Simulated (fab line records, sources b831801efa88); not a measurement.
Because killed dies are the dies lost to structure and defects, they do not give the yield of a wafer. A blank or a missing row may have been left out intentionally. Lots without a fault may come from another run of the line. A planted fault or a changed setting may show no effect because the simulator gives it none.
Comparing a struck lot with a sound one    flow sky130    15 steps out of a route of 708
Sound: the wafers L118.3, L118.4, L118.5. Struck: wafer L125.5 (left out: L125.6, a lot-mate that was not struck); the cause follows at the end.
Per side, at each step with rows, come the tool, then ch with its chambers, and then its first start. Under that, the readings that differ: sound wafers    struck wafers    difference of the means    sigmas: that difference in standard deviations of wafers without a fault.
alike: same words and numbers on both sides, and readings whose means sit less than 2 such deviations apart. not compared: any withheld reading, any reading some wafer has no value for, any bound like >300 that may hide the same value, and any number with overlapping values for which the record gives no deviation.
The two part at a step that has a row with sigmas, a row that says differs or no value, or rows on one side only. Numbers that don't overlap but have no deviation are shown without sigmas and don't part them. Lack of a reading on every wafer of one side parts them only where that side has two or more wafers.

first, 8 steps without rows for these wafers: SKY_POLY_GATE_DEHYDRATE_05 (time 60 s); SKY_POLY_GATE_HMDS_06 (prime time 60 s); SKY_POLY_GATE_COAT_07 (resist thk 110 nm); SKY_POLY_GATE_COAT_08 (resist thk 450 nm); SKY_POLY_GATE_SOFTBAKE_09 (time 90 s); SKY_POLY_GATE_EXPOSE_10 (exposes mask P1M, target cd 150 nm); SKY_POLY_GATE_PEB_11; SKY_POLY_GATE_DEVELOP_12 (develop time 60 s).
SKY_POLY_GATE_CD_MEAS_13: the cd target is 150 nm.
  struck on cd-sem-02, day 23 14:46; sound on cd-sem-01, day 21 08:33
reading     sound              struck  difference  sigmas
cd-nm (nm)  148.4 148.4 147.2  153.5   +5.5        +3
SKY_POLY_GATE_OVL_MEAS_14:
  struck on overlay-01, day 23 14:49; sound on overlay-02, day 21 08:39
  alike: POLY_GATE_OVL
SKY_POLY_GATE_ETCH_15: etches BARC in N2/H2, stops on SiO2, time 118.5 s, target depth 110 nm.
  sound on rie-diel-02 ch 0,3, day 21 08:40; struck on rie-diel-02 ch 3, day 23 14:53
  alike: drypump-motor-current-A, oes-product-au, throttle-valve-pct
  not compared: rf-hours-counter-h
SKY_POLY_GATE_ETCH_16: etches Si3N4 in CH3F/O2, stops on poly-Si, time 147.5 s, target depth 75 nm.
  sound on rie-diel-02 ch 0,3, day 21 08:45; struck on rie-diel-02 ch 3, day 23 14:58
  alike: drypump-motor-current-A, oes-product-au, throttle-valve-pct
  not compared: rf-hours-counter-h
SKY_POLY_GATE_ETCH_17: etches poly-Si in HBr/Cl2, stops on SiO2, target depth 180 nm, time 70.5 s.
  sound on rie-si-01 ch 1,2, day 21 08:51; struck on rie-si-02 ch 1, day 23 15:03
reading                                           sound              struck  difference  sigmas
oes-product-au (a.u.)                             0.994 0.980 0.983  0.673   -0.313      -42
model.etch.depth-nm (nm)                          178.4 176.6 178.8  101.2   -76.7       
model.POLY_GATE.feature-depth-nm (nm)             178.4 176.6 178.8  101.2   -76.7       
model.KrF-thick_of_POLY_GATE_COAT_08.thk-nm (nm)  137.3 141.7 138.6  179.3   +40.1       
  alike: drypump-motor-current-A, throttle-valve-pct
  not compared: rf-hours-counter-h
SKY_POLY_GATE_STRIP_18: strips in O2/N2.
  sound on plasma-asher-02 ch 0,1, day 21 08:56; struck on plasma-asher-02 ch 0, day 23 15:08
reading                       sound              struck  difference  sigmas
oes-product-au (a.u.)         0.356 0.366 0.365  0.376   +0.014      +3
strip-time-to-endpoint-s (s)  3.14 3.20 3.16     3.59    +0.42       +8
  alike: drypump-motor-current-A
  not compared: rf-hours-counter-h
then, 1 step without rows for these wafers: SKY_POLY_GATE_CLEAN_19 (cleans in SC1/SC2, time 150 s).

== WHERE THEY PART ==
Earliest at SKY_POLY_GATE_CD_MEAS_13; latest, in this record, at SKY_POLY_GATE_STRIP_18.

WHY: what had been put in by the simulator
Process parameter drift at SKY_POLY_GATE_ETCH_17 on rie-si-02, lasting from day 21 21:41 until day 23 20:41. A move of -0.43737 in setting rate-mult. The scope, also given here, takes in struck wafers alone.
